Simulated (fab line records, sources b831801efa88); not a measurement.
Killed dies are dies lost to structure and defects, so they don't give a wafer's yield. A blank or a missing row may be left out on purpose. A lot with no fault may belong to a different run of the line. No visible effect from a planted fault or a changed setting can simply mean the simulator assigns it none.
Chamber matching -- flow gf180mcu -- GF_V5_CMP_26 on cmp-02: 4 sister chambers
The step polishes, stops on SiO2, t overpolish 15 s, target thk 0 nm. 8 wafers are shown with their chamber, then 8 later ones without.

## WAFERS, EACH WITH ITS CHAMBER
wafer,chamber,motor current A (A),time to endpoint s (s)
L699.5,1,10.8,81
L704.2,2,10.5,79
L704.3,1,10.6,83
L704.6,3,11.8,85
L709.1,3,11.5,84
L709.2,2,10.0,82
L709.4,0,12.8,83
L714.2,0,12.8,86

## WAFERS WITH NO CHAMBER GIVEN
wafer,motor current A (A),time to endpoint s (s)
L714.4,10.4,89
L714.5,10.1,88
L715.2,11.9,90
L715.4,10.2,92
L715.6,13.1,91
L720.1,12.0,85
L720.4,10.7,87
L720.5,10.4,81

## CHAMBER TAKEN BY EACH
wafer,from the rows above,in truth
L714.4,can't be placed: 1 or 2 or 3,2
L714.5,can't be placed: 2 or 1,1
L715.2,can't be placed: 3 or 0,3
L715.4,can't be placed: 1 or 2 or 3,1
L715.6,0,0
L720.1,3,3
L720.4,can't be placed: 1 or 2 or 3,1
L720.5,can't be placed: 2 or 1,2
Correctly placed: 2 of 8. Can't be placed from these rows: 6 (the true chamber is among the candidates in 6). Wrongly placed: 0.
How it was worked out, from the rows above alone: a wafer's distance from a chamber is the root of the sum, over the readings, of the square of ((its reading less the chamber's mean) divided by the reading's scatter). If the next closest chamber is less than 2 further off than the closest, the wafer can't be placed; otherwise it belongs to the closest. Each chamber's mean is taken over the wafers shown for it. The scatter is the square root of a quotient: the sum, over the shown wafers, of each reading's squared deviation from its chamber's mean, divided by wafers minus chambers.
